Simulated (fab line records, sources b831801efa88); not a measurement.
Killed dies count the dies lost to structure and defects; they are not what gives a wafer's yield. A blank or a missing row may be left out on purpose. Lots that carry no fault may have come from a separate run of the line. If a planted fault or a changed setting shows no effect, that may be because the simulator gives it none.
fab line records	flow sky130
record: lots: 24	wafers: 72	last_day: 50
route steps=708 shown RES_XHIGH@360 LI_CONTACT@382 LOCAL_INTERCONNECT@399 CONTACT@410 VIA1@471
lots that met no fault: from a run of the same line without faults
start_h: start of the lot's first displayed wafer, in hours after the record's first day	wait_h: time in hours since the lot's previous step	" identical to the entry in the row above	L1.1+2: several wafers, shown together as one row	- no value, or no start given	* or withheld: withheld	< > ~ a bound
route shown NAME@n: NAME is a module with steps in the file, n the number in the route of the first one	usual: the fault-free wafers' mean and standard deviation	same: alike in all rows	chamber/n: place in a boat	sites: readings site by site	_std_site: the values' standard deviation	_edge_site: mean of outer sites minus mean of inner sites	radius_mm: for every site, how far away it sits from the centre of the wafer	mask NAME#n: copy n	behind: the most recent tool/chamber to have shaped the wafer	hold: reason for holding the lot/hours on hold/outcome of the hold	device: the n, p or np transistor that did not switch	end of line: at the end of the route, the tests of the same wafers	a step without rows: its recipe alone	killed: at the first sort, the dies lost to defects and structure; wafer yield is something else	map: a wafer's dies, x killed, . not, _ none there
set.NAME: the run value of the setting; set.NAME@STEP: its run value at that earlier step	model.NAME: the simulator's own value behind a step, which no gauge read
route steps across a sampled set of lots; one table per step, one row per wafer
services: from which hour (start_h, from the record's first day; less than 0 if before it) a tool's chamber was out of use, for how many hours, and why
== steps ==
step: SKY_SD_N_RS_MEAS_18
recipe: thk_meas_gauge: four-point-probe
usual: RES_XHIGH_RS: 327.4/1.2
lot.wafer	tool	chamber	start_h	wait_h	RES_XHIGH_RS[ohm/sq]
L074.1	film_metro-01	-	652.29	0.1	327.4
L074.2	"	-	"	"	327.3
L074.6	"	-	"	"	327.2
L075.1	film_metro-02	-	655.75	0.1	326.2
L075.2	"	-	"	"	325.7
L075.6	"	-	"	"	326.7
L076.1	film_metro-02	-	659.93	0.1	326.1
L076.3	"	-	"	"	327.1
L076.5	"	-	"	"	326.4
L078.1	film_metro-01	-	662.38	0.1	327.5
L078.3	"	-	"	"	327.2
L078.5	"	-	"	"	327.7
L077.2	film_metro-01	-	674.75	0.1	328.5
L077.4	"	-	"	"	328.2
L077.5	"	-	"	"	327.2
L079.1	film_metro-03	-	678.69	0.1	327.8
L079.2	"	-	"	"	327.4
L079.3	"	-	"	"	328.7
L080.1	film_metro-01	-	688.48	0.1	328.1
L080.4	"	-	"	"	329.2
L080.6	"	-	"	"	327.4
L081.2	film_metro-01	-	708.87	0.1	328.0
L081.4	"	-	"	"	326.7
L081.5	"	-	"	"	327.2
L082.4	film_metro-01	-	710.35	0.1	328.3
L082.5	"	-	"	"	328.5
L082.6	"	-	"	"	327.0
L083.2	film_metro-03	-	713.37	0.1	326.8
L083.3	"	-	"	"	327.8
L083.4	"	-	"	"	326.9
L084.1	film_metro-03	-	722.10	0.1	325.1
L084.4	"	-	"	"	324.9
L084.6	"	-	"	"	325.6
L085.1	film_metro-01	-	729.23	0.1	329.2
L085.3	"	-	"	"	329.3
L085.6	"	-	"	"	328.6
L086.1	film_metro-01	-	736.09	0.1	327.2
L086.2	"	-	"	"	326.8
L086.6	"	-	"	"	327.1
L087.1	film_metro-02	-	745.40	0.1	326.1
L087.5	"	-	"	"	326.5
L087.6	"	-	"	"	327.2
L088.2	film_metro-03	-	758.71	0.1	328.3
L088.4	"	-	"	"	327.9
L088.5	"	-	"	"	328.1
L089.2	film_metro-03	-	764.42	0.1	325.9
L089.3	"	-	"	"	327.2
L089.5	"	-	"	"	327.3
L090.4	film_metro-03	-	772.56	0.1	328.5
L090.5	"	-	"	"	329.2
L090.6	"	-	"	"	328.0
L091.2	film_metro-02	-	783.47	0.1	327.4
L091.3	"	-	"	"	327.4
L091.6	"	-	"	"	326.7
L092.1	film_metro-01	-	785.03	0.1	328.7
L092.2	"	-	"	"	329.4
L092.6	"	-	"	"	327.8
L093.1	film_metro-01	-	794.25	0.1	328.9
L093.4	"	-	"	"	329.1
L093.5	"	-	"	"	330.2
L094.1	film_metro-02	-	796.80	0.1	325.3
L094.3	"	-	"	"	325.5
L094.6	"	-	"	"	324.1
L095.1	film_metro-01	-	808.30	0.1	329.5
L095.5	"	-	"	"	327.9
L095.6	"	-	"	"	327.9
L096.2	film_metro-03	-	815.20	0.1	326.8
L096.4	"	-	"	"	325.1
L096.6	"	-	"	"	326.3
L097.3	film_metro-01	-	832.23	0.1	327.3
L097.4	"	-	"	"	326.8
L097.5	"	-	"	"	325.4
step: SKY_LI_CONTACT_SPUTTER_20
recipe: material: TiN	target_thk_nm: 20	chamber_pressure_pa: 5	power_w: 4000	time_s: 80
usual: throttle_valve_pct: 30.1/1
lot.wafer	tool	chamber	start_h	wait_h	throttle_valve_pct
L074.1	pvd_sputter-02	-	682.08	0.0	32.3
L074.2	"	-	"	"	30.1
L074.6	"	-	"	"	28.8
L075.1	pvd_sputter-03	-	685.31	0.0	30.7
L075.2	"	-	"	"	29.3
L075.6	"	-	"	"	31.9
L076.1	pvd_sputter-04	-	689.53	0.0	28.9
L076.3	"	-	"	"	29.6
L076.5	"	-	"	"	30.7
L078.1	pvd_sputter-03	-	691.31	0.0	30.6
L078.3	"	-	"	"	29.1
L078.5	"	-	"	"	29.4
L077.2	pvd_sputter-04	-	704.18	0.0	30.6
L077.4	"	-	"	"	31.3
L077.5	"	-	"	"	29.2
L079.1	pvd_sputter-03	-	708.09	0.0	29.2
L079.2	"	-	"	"	30.9
L079.3	"	-	"	"	31.9
L080.1	pvd_sputter-04	-	717.12	0.0	30.8
L080.4	"	-	"	"	29.4
L080.6	"	-	"	"	29.1
L081.2	pvd_sputter-04	-	737.83	0.0	29.5
L081.4	"	-	"	"	29.5
L081.5	"	-	"	"	29.1
L082.4	pvd_sputter-04	-	738.66	0.0	29.0
L082.5	"	-	"	"	31.1
L082.6	"	-	"	"	29.0
L083.2	pvd_sputter-04	-	742.31	0.0	29.4
L083.3	"	-	"	"	31.1
L083.4	"	-	"	"	30.5
L084.1	pvd_sputter-02	-	749.76	0.0	29.2
L084.4	"	-	"	"	30.0
L084.6	"	-	"	"	28.5
L085.1	pvd_sputter-03	-	757.67	0.0	29.2
L085.3	"	-	"	"	30.9
L085.6	"	-	"	"	30.5
L086.1	pvd_sputter-03	-	764.04	0.0	30.9
L086.2	"	-	"	"	29.2
L086.6	"	-	"	"	30.7
L087.1	pvd_sputter-02	-	774.01	0.0	29.3
L087.5	"	-	"	"	32.2
L087.6	"	-	"	"	30.3
L088.2	pvd_sputter-02	-	785.82	0.0	29.3
L088.4	"	-	"	"	30.0
L088.5	"	-	"	"	28.6
L089.2	pvd_sputter-04	-	791.78	0.0	31.0
L089.3	"	-	"	"	29.3
L089.5	"	-	"	"	31.2
L090.4	pvd_sputter-03	-	800.46	0.0	29.0
L090.5	"	-	"	"	28.9
L090.6	"	-	"	"	31.7
L091.2	pvd_sputter-03	-	810.82	0.0	29.4
L091.3	"	-	"	"	29.3
L091.6	"	-	"	"	29.0
L092.1	pvd_sputter-03	-	812.16	0.0	30.7
L092.2	"	-	"	"	28.9
L092.6	"	-	"	"	29.3
L093.1	pvd_sputter-04	-	821.76	0.0	28.7
L093.4	"	-	"	"	31.1
L093.5	"	-	"	"	30.8
L094.1	pvd_sputter-03	-	824.91	0.0	31.7
L094.3	"	-	"	"	29.2
L094.6	"	-	"	"	30.5
L095.1	pvd_sputter-02	-	835.53	0.0	32.0
L095.5	"	-	"	"	29.5
L095.6	"	-	"	"	30.0
L096.2	pvd_sputter-04	-	842.43	0.0	29.1
L096.4	"	-	"	"	29.5
L096.6	"	-	"	"	30.7
L097.3	pvd_sputter-04	-	858.83	0.0	30.8
L097.4	"	-	"	"	31.4
L097.5	"	-	"	"	31.3
step: SKY_LOCAL_INTERCONNECT_OVL_MEAS_12
usual: LOCAL_INTERCONNECT_OVL: -1/4
lot.wafer	tool	chamber	start_h	wait_h	LOCAL_INTERCONNECT_OVL[nm]
L074.1	overlay-01	-	710.37	0.1	0
L074.2	"	-	"	"	-3
L074.6	"	-	"	"	-7
L075.1	overlay-02	-	714.14	0.1	0
L075.2	"	-	"	"	2
L075.6	"	-	"	"	5
L076.1	overlay-02	-	717.59	0.1	-5
L076.3	"	-	"	"	-5
L076.5	"	-	"	"	1
L078.1	overlay-01	-	719.49	0.1	-2
L078.3	"	-	"	"	-2
L078.5	"	-	"	"	-7
L077.2	overlay-01	-	732.81	0.1	-2
L077.4	"	-	"	"	5
L077.5	"	-	"	"	0
L079.1	overlay-02	-	736.42	0.1	-10
L079.2	"	-	"	"	-6
L079.3	"	-	"	"	0
L080.1	overlay-01	-	745.44	0.1	3
L080.4	"	-	"	"	2
L080.6	"	-	"	"	-5
L081.2	overlay-02	-	765.97	0.1	2
L081.4	"	-	"	"	4
L081.5	"	-	"	"	-3
L082.4	overlay-02	-	766.64	0.1	-5
L082.5	"	-	"	"	-1
L082.6	"	-	"	"	-1
L083.2	overlay-01	-	769.93	0.1	4
L083.3	"	-	"	"	5
L083.4	"	-	"	"	4
L084.1	overlay-01	-	777.67	0.1	1
L084.4	"	-	"	"	0
L084.6	"	-	"	"	-7
L085.1	overlay-01	-	784.69	0.1	6
L085.3	"	-	"	"	2
L085.6	"	-	"	"	3
L086.1	overlay-02	-	791.22	0.1	-7
L086.2	"	-	"	"	-8
L086.6	"	-	"	"	-8
L087.1	overlay-02	-	801.17	0.1	1
L087.5	"	-	"	"	1
L087.6	"	-	"	"	3
L088.2	overlay-01	-	813.15	0.1	0
L088.4	"	-	"	"	1
L088.5	"	-	"	"	2
L089.2	overlay-01	-	818.65	0.1	4
L089.3	"	-	"	"	3
L089.5	"	-	"	"	1
L090.4	overlay-01	-	827.16	0.1	1
L090.5	"	-	"	"	-1
L090.6	"	-	"	"	0
L091.2	overlay-02	-	837.63	0.1	5
L091.3	"	-	"	"	5
L091.6	"	-	"	"	-1
L092.1	overlay-01	-	838.89	0.1	0
L092.2	"	-	"	"	3
L092.6	"	-	"	"	2
L093.1	overlay-01	-	848.74	0.1	2
L093.4	"	-	"	"	6
L093.5	"	-	"	"	1
L094.1	overlay-02	-	851.44	0.1	7
L094.3	"	-	"	"	2
L094.6	"	-	"	"	-2
L095.1	overlay-02	-	862.44	0.1	4
L095.5	"	-	"	"	-2
L095.6	"	-	"	"	-3
L096.2	overlay-02	-	869.45	0.1	-6
L096.4	"	-	"	"	1
L096.6	"	-	"	"	-6
L097.3	overlay-01	-	885.35	0.1	-1
L097.4	"	-	"	"	3
L097.5	"	-	"	"	0
step: SKY_CONTACT_CMP_04
recipe: material: SiO2	down_force_psi: 4	platen_rpm: 60	pad_velocity_m_s: 0.94248
usual: motor_current_A: 12.9/1	time_to_endpoint_s: 84/4.6
lot.wafer	tool	chamber	start_h	wait_h	motor_current_A	time_to_endpoint_s
L074.1	cmp-01	2	711.40	0.1	13.9	78
L074.2	"	3	"	"	11.7	84
L074.6	"	2	"	"	13.8	77
L075.2	cmp-02	1	715.11	0.0	13.5	84
L075.1	"	0	"	"	12.9	84
L075.6	"	1	"	"	13.3	83
L076.1	cmp-02	3	718.61	0.1	14.3	91
L076.3	"	1	"	"	13.8	79
L076.5	"	3	"	"	13.8	89
L078.1	cmp-02	3	720.68	0.1	14.6	93
L078.3	"	0	"	"	12.9	86
L078.5	"	1	"	"	12.8	86
L077.2	cmp-02	3	733.88	0.1	14.3	92
L077.4	"	1	"	"	13.0	84
L077.5	"	2	"	"	12.9	78
L079.1	cmp-02	1	737.39	0.1	12.9	82
L079.3	"	2	"	"	12.6	85
L079.2	"	0	"	"	12.3	81
L080.1	cmp-02	1	746.70	0.3	12.8	83
L080.4	"	2	"	"	12.4	77
L080.6	"	2	"	"	12.9	78
L081.2	cmp-01	3	766.97	0.0	11.6	81
L081.4	"	1	"	"	12.5	76
L081.5	"	0	"	"	10.6	83
L082.4	cmp-02	3	767.70	0.1	14.8	87
L082.6	"	1	"	"	12.6	80
L082.5	"	2	"	"	13.0	81
L083.2	cmp-01	3	771.49	0.0	11.9	84
L083.4	"	0	"	"	10.7	83
L083.3	"	1	"	"	13.2	79
L084.1	cmp-02	2	778.68	0.1	13.2	77
L084.4	"	3	"	"	13.9	92
L084.6	"	2	"	"	12.8	75
L085.1	cmp-02	1	785.84	0.1	13.2	80
L085.3	"	3	"	"	15.1	87
L085.6	"	0	"	"	12.5	85
L086.2	cmp-02	0	792.45	0.2	11.7	79
L086.1	"	1	"	"	13.1	80
L086.6	"	0	"	"	13.0	87
L087.1	cmp-01	1	802.25	0.1	13.0	83
L087.6	"	3	"	"	12.3	89
L087.5	"	0	"	"	11.4	90
L088.2	cmp-01	1	814.27	0.1	13.3	86
L088.4	"	2	"	"	13.7	85
L088.5	"	1	"	"	13.1	85
L089.3	cmp-02	1	819.65	0.0	12.9	84
L089.2	"	0	"	"	11.9	85
L089.5	"	1	"	"	12.9	84
L090.4	cmp-01	3	828.22	0.1	11.6	88
L090.5	"	2	"	"	13.5	83
L090.6	"	3	"	"	11.9	88
L091.2	cmp-02	0	838.67	0.1	12.3	82
L091.3	"	2	"	"	13.1	77
L091.6	"	3	"	"	15.0	87
L092.1	cmp-02	3	839.93	0.1	15.6	95
L092.2	"	1	"	"	13.1	83
L092.6	"	2	"	"	12.9	82
L093.1	cmp-02	3	849.78	0.1	14.4	94
L093.4	"	1	"	"	13.2	85
L093.5	"	2	"	"	12.8	81
L094.1	cmp-01	0	852.49	0.1	10.9	84
L094.3	"	1	"	"	12.1	84
L094.6	"	3	"	"	11.5	87
L095.1	cmp-02	3	863.68	0.2	14.6	86
L095.6	"	0	"	"	12.2	80
L095.5	"	1	"	"	13.0	80
L096.4	cmp-01	0	870.41	0.0	10.5	89
L096.2	"	3	"	"	12.1	92
L096.6	"	1	"	"	12.7	87
L097.3	cmp-02	3	886.41	0.1	14.3	94
L097.4	"	0	"	"	12.6	88
L097.5	"	2	"	"	13.0	78
step: SKY_CONTACT_STRIP_19
recipe: chemistry: O2/N2	power_w: 1372	pressure_mtorr: 1500	platen_temp_c: withheld	o2_flow_sccm: 3000	n2_flow_sccm: 300	overash_fraction: 0.5
usual: drypump_motor_current_A: 5.5/0.41	o2_flow_sccm: 3000/8.1	oes_product_au: 0.381/0.0045	strip_time_to_endpoint_s: 3.66/0.033
lot.wafer	tool	chamber	start_h	wait_h	drypump_motor_current_A	o2_flow_sccm	oes_product_au	rf_hours_counter_h	strip_time_to_endpoint_s
L074.1	plasma_asher-03	1	739.21	-	4.9	3005	0.379	60	3.65
L074.2	"	0	"	"	4.8	2995	0.387	60	3.64
L074.6	"	0	"	"	4.8	2997	0.383	-	3.70
L075.1	plasma_asher-03	0	743.55	-	4.8	2999	0.380	60	3.65
L075.2	"	1	"	"	5.0	3011	0.388	60	3.72
L075.6	"	1	"	"	5.0	3017	0.391	-	3.70
L076.1	plasma_asher-03	1	746.31	-	5.0	3008	0.386	60	3.67
L076.3	"	0	"	"	4.8	2999	0.386	-	3.71
L076.5	"	0	"	"	4.8	3006	0.377	-	3.70
L078.1	plasma_asher-03	0	748.86	-	4.8	2978	0.386	61	3.60
L078.3	"	0	"	"	4.9	3002	0.385	-	3.70
L078.5	"	0	"	"	4.8	3000	0.376	-	3.66
L077.2	plasma_asher-04	1	761.36	-	5.7	2992	0.383	2	3.67
L077.4	"	0	"	"	5.6	2986	0.383	-	3.63
L077.5	"	1	"	"	5.7	2995	0.388	-	3.63
L079.1	plasma_asher-03	1	765.16	-	5.0	3017	0.385	63	3.63
L079.2	"	0	"	"	4.8	2998	0.386	63	3.65
L079.3	"	1	"	"	5.0	3001	0.376	-	3.62
L080.1	plasma_asher-04	1	773.91	-	5.7	2990	0.382	3	3.68
L080.4	"	0	"	"	5.6	3018	0.375	-	3.70
L080.6	"	1	"	"	5.7	3001	0.388	-	3.67
L081.2	plasma_asher-01	0	794.36	-	6.0	2996	0.379	96	3.68
L081.4	"	0	"	"	6.0	2995	0.381	-	3.70
L081.5	"	1	"	"	5.8	2991	0.382	-	3.66
L082.4	plasma_asher-04	0	794.75	-	5.6	2981	0.377	-	3.65
L082.5	"	1	"	"	5.7	2993	0.379	-	3.64
L082.6	"	0	"	"	5.6	2989	0.382	-	3.63
L083.2	plasma_asher-01	1	798.85	-	5.7	2997	0.384	97	3.65
L083.3	"	1	"	"	5.7	3002	0.375	-	3.63
L083.4	"	0	"	"	6.0	2990	0.386	-	3.63
L084.1	plasma_asher-01	0	805.35	-	6.0	3002	0.374	97	3.64
L084.4	"	1	"	"	5.8	3006	0.382	-	3.61
L084.6	"	1	"	"	5.7	3012	0.378	-	3.68
L085.1	plasma_asher-04	0	812.70	-	5.6	2999	0.386	7	3.68
L085.3	"	1	"	"	5.7	3007	0.377	-	3.68
L085.6	"	1	"	"	5.7	2999	0.380	-	3.65
L086.1	plasma_asher-04	1	819.01	-	5.7	2990	0.379	7	3.70
L086.2	"	0	"	"	5.7	3010	0.379	7	3.66
L086.6	"	0	"	"	5.6	2998	0.386	-	3.65
L087.1	plasma_asher-04	0	829.35	-	5.6	2989	0.386	8	3.73
L087.5	"	0	"	"	5.6	2993	0.385	-	3.68
L087.6	"	1	"	"	5.7	3004	0.388	-	3.74
L088.2	plasma_asher-03	0	840.56	-	4.8	3005	0.382	70	3.72
L088.4	"	1	"	"	5.0	3011	0.386	-	3.63
L088.5	"	0	"	"	4.8	3020	0.378	-	3.70
L089.2	plasma_asher-04	1	845.40	-	5.7	2991	0.388	11	3.65
L089.3	"	1	"	"	5.7	3008	0.370	-	3.66
L089.5	"	0	"	"	5.6	3013	0.383	-	3.67
L090.4	plasma_asher-03	1	855.05	-	5.0	2998	0.384	-	3.67
L090.5	"	0	"	"	4.8	3004	0.379	-	3.68
L090.6	"	1	"	"	5.0	2999	0.379	-	3.62
L091.2	plasma_asher-01	1	865.26	-	5.8	2996	0.375	100	3.68
L091.3	"	0	"	"	6.0	3002	0.388	-	3.71
L091.6	"	0	"	"	6.0	2988	0.379	-	3.66
L092.1	plasma_asher-01	0	866.26	-	6.0	2999	0.385	101	3.65
L092.2	"	1	"	"	5.8	3001	0.379	101	3.63
L092.6	"	0	"	"	6.0	2993	0.375	-	3.65
L093.1	plasma_asher-01	0	875.15	-	6.0	2997	0.383	101	3.70
L093.4	"	1	"	"	5.8	2990	0.379	-	3.63
L093.5	"	0	"	"	6.0	3011	0.374	-	3.63
L094.1	plasma_asher-01	1	878.66	-	5.7	3003	0.378	102	3.63
L094.3	"	0	"	"	6.0	3000	0.388	-	3.68
L094.6	"	1	"	"	5.7	2986	0.373	-	3.65
L095.1	plasma_asher-04	0	889.66	-	5.6	3000	0.375	16	3.67
L095.5	"	0	"	"	5.6	2992	0.380	-	3.69
L095.6	"	1	"	"	5.7	2988	0.375	-	3.67
L096.2	plasma_asher-01	0	896.80	-	6.0	3006	0.387	104	3.64
L096.4	"	0	"	"	6.0	3007	0.382	-	3.67
L096.6	"	1	"	"	5.7	3010	0.382	-	3.66
L097.3	plasma_asher-04	1	911.93	-	5.7	2996	0.373	-	3.68
L097.4	"	0	"	"	5.6	2994	0.385	-	3.62
L097.5	"	1	"	"	5.7	2998	0.385	-	3.67
step: SKY_VIA1_OVL_MEAS_13
usual: VIA1_OVL: 2/6.1
lot.wafer	tool	chamber	start_h	wait_h	VIA1_OVL[nm]
L074.1	overlay-02	-	794.87	0.1	3
L074.2	"	-	"	"	4
L074.6	"	-	"	"	-2
L075.1	overlay-01	-	799.63	0.1	2
L075.2	"	-	"	"	-3
L075.6	"	-	"	"	4
L076.1	overlay-02	-	802.92	0.1	-5
L076.3	"	-	"	"	-1
L076.5	"	-	"	"	-2
L078.1	overlay-02	-	804.53	0.1	5
L078.3	"	-	"	"	3
L078.5	"	-	"	"	10
L077.2	overlay-02	-	816.44	0.1	10
L077.4	"	-	"	"	12
L077.5	"	-	"	"	6
L079.1	overlay-01	-	820.99	0.1	-8
L079.2	"	-	"	"	-6
L079.3	"	-	"	"	3
L080.1	overlay-02	-	829.53	0.1	4
L080.4	"	-	"	"	-4
L080.6	"	-	"	"	6
L081.2	overlay-02	-	849.29	0.1	1
L081.4	"	-	"	"	1
L081.5	"	-	"	"	-1
L082.4	overlay-02	-	849.91	0.1	3
L082.5	"	-	"	"	-3
L082.6	"	-	"	"	-1
L083.2	overlay-01	-	853.19	0.1	-3
L083.3	"	-	"	"	4
L083.4	"	-	"	"	-3
L084.1	overlay-02	-	860.33	0.1	-3
L084.4	"	-	"	"	-2
L084.6	"	-	"	"	-4
L085.1	overlay-02	-	867.83	0.1	-3
L085.3	"	-	"	"	0
L085.6	"	-	"	"	0
L086.1	overlay-01	-	872.88	0.1	-5
L086.2	"	-	"	"	-7
L086.6	"	-	"	"	-8
L087.1	overlay-01	-	884.55	0.1	10
L087.5	"	-	"	"	7
L087.6	"	-	"	"	7
L088.2	overlay-02	-	894.80	0.1	0
L088.4	"	-	"	"	8
L088.5	"	-	"	"	2
L089.2	overlay-01	-	899.75	0.1	-6
L089.3	"	-	"	"	-8
L089.5	"	-	"	"	-12
L090.4	overlay-01	-	909.36	0.1	3
L090.5	"	-	"	"	1
L090.6	"	-	"	"	10
L091.2	overlay-02	-	920.39	0.1	-1
L091.3	"	-	"	"	2
L091.6	"	-	"	"	10
L092.1	overlay-01	-	920.73	0.1	6
L092.2	"	-	"	"	12
L092.6	"	-	"	"	9
L093.1	overlay-01	-	928.53	0.1	-1
L093.4	"	-	"	"	3
L093.5	"	-	"	"	3
L094.1	overlay-02	-	931.48	0.1	11
L094.3	"	-	"	"	7
L094.6	"	-	"	"	7
L095.1	overlay-01	-	941.43	0.1	9
L095.5	"	-	"	"	9
L095.6	"	-	"	"	11
L096.2	overlay-01	-	948.10	0.1	-9
L096.4	"	-	"	"	-6
L096.6	"	-	"	"	-10
L097.3	overlay-01	-	963.51	0.1	7
L097.4	"	-	"	"	3
L097.5	"	-	"	"	6
== services ==
tool	chamber	start_h	hours	kind
cmp-01	-	667.50	2.3	repair
cmp-02	-	670.20	3.0	repair
pvd_sputter-03	-	699.42	7.7	repair
cmp-01	-	701.95	1.3	repair
cmp-02	-	703.43	5.7	repair
cmp-01	-	718.83	3.2	repair
cmp-01	-	726.38	2.6	repair
pvd_sputter-03	-	733.18	5.5	repair
plasma_asher-04	-	733.75	9.0	pm
pvd_sputter-04	-	743.47	5.6	repair
cmp-01	-	744.41	4.0	pm
cmp-02	-	758.67	1.4	repair
pvd_sputter-03	-	771.11	24.2	repair
cmp-02	-	774.78	0.4	repair
plasma_asher-01	-	833.38	28.1	pm
cmp-01	-	839.32	2.2	repair
plasma_asher-04	-	844.27	0.9	repair
cmp-02	-	850.23	11.2	repair
cmp-01	-	861.40	5.5	pm
cmp-02	-	867.10	3.4	pm
cmp-02	-	892.11	4.9	pm
pvd_sputter-04	-	892.50	49.8	repair
pvd_sputter-04	-	897.15	8.2	repair
cmp-02	-	898.58	4.0	repair
== key ==
fault none
